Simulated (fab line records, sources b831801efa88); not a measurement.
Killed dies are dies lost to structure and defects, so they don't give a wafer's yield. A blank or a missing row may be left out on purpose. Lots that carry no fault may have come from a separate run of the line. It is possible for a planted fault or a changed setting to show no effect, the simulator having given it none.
Matching of chambers	flow gf180mcu	GF_V5_CMP_04 on cmp-01 has 4 sister chambers
The step polishes SiO2. 8 wafers are shown with their chamber, then 9 later ones without.

WAFERS PAIRED WITH THEIR CHAMBERS
wafer	chamber	motor_current_A (A)	slurry_flow_ml_min
L936.1	0	12.9	149.4
L937.2	0	12.0	150.0
L939.1	1	13.9	149.9
L939.2	3	13.2	150.0
L939.3	2	12.7	150.7
L948.4	1	13.6	149.3
L948.5	2	13.5	149.8
L948.6	3	13.6	150.1

WAFERS WHOSE CHAMBER IS MISSING
wafer	motor_current_A (A)	slurry_flow_ml_min
L949.1	12.0	150.9
L949.5	14.2	149.5
L949.6	14.0	150.0
L950.1	14.4	150.1
L950.2	11.9	150.1
L950.4	13.7	150.3
L952.1	12.6	149.9
L952.2	13.1	149.6
L952.3	13.8	150.7

WHICH CHAMBER EACH ONE RAN IN
wafer	from the rows above	in truth
L949.1	can't be placed: 2 or 0 or 3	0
L949.5	can't be placed: 1 or 3 or 2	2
L949.6	can't be placed: 1 or 3 or 2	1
L950.1	can't be placed: 1 or 3 or 2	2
L950.2	can't be placed: 0 or 2 or 3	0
L950.4	can't be placed: 3 or 2 or 1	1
L952.1	can't be placed: 0 or 2 or 3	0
L952.2	can't be placed: 3 or 1 or 0 or 2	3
L952.3	can't be placed: 3 or 2 or 1 or 0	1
Correctly placed: 0 of 9. Not placeable from these rows: 9 (in 9, the candidates include the true chamber). Number placed wrongly: 0.
How it was worked out, from the rows above alone: a wafer's distance from a chamber is the root of the sum, over the readings, of the square of ((its reading less the chamber's mean) divided by the reading's scatter). The wafer belongs to the nearest chamber; if the next one is less than 2 further off, it can't be placed. Each chamber's mean is taken over the wafers shown for it. How the scatter is found: for the shown wafers, subtract from each reading the mean of its chamber, square and add these, divide the total by (wafers less chambers), then take the root.
